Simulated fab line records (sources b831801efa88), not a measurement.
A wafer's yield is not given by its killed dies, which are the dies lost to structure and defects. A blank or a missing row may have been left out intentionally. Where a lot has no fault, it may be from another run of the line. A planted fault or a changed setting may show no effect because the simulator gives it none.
Chamber matching | flow sky130 | SKY_PASSIVATION_CVD_00 on pecvd-02: 3 sister chambers
The step deposits SiO2, target thk 90 nm. 6 wafers are shown with their chamber, then 12 later ones without.

EACH WAFER AND ITS CHAMBER
wafer  | chamber | heater_power_w (W)
L079.1 | 1       | 570
L079.4 | 2       | 693
L079.5 | 0       | 591
L084.2 | 2       | 724
L084.5 | 0       | 636
L084.6 | 1       | 637

WAFERS WHOSE CHAMBER IS MISSING
wafer  | heater_power_w (W)
L086.1 | 675
L086.2 | 690
L086.5 | 674
L090.1 | 604
L090.3 | 606
L090.6 | 621
L093.1 | 720
L093.3 | 570
L093.4 | 736
L097.1 | 635
L097.2 | 713
L097.3 | 659

WHICH CHAMBER EACH WENT THROUGH
wafer  | from the rows above          | in truth
L086.1 | can't be placed: 2 or 0 or 1 | 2
L086.2 | can't be placed: 2 or 0 or 1 | 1
L086.5 | can't be placed: 2 or 0 or 1 | 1
L090.1 | can't be placed: 1 or 0      | 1
L090.3 | can't be placed: 1 or 0      | 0
L090.6 | can't be placed: 0 or 1      | 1
L093.1 | 2                            | 2
L093.3 | can't be placed: 1 or 0      | 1
L093.4 | 2                            | 2
L097.1 | can't be placed: 0 or 1 or 2 | 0
L097.2 | 2                            | 2
L097.3 | can't be placed: 0 or 2 or 1 | 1
3 of 12 placed correctly. From these rows, 9 cannot be placed; in 9 the true chamber is one of the candidates. Placed wrongly: 0.
How it was worked out, from the rows above alone: a wafer's distance from a chamber is the root of the sum, over the readings, of the square of ((its reading less the chamber's mean) divided by the reading's scatter). If the next closest chamber is less than 2 further off than the closest, the wafer can't be placed; otherwise it belongs to the closest. A chamber's mean is the mean of its shown wafers. The scatter is the square root of a quotient: the sum, over the shown wafers, of each reading's squared deviation from its chamber's mean, divided by wafers minus chambers.
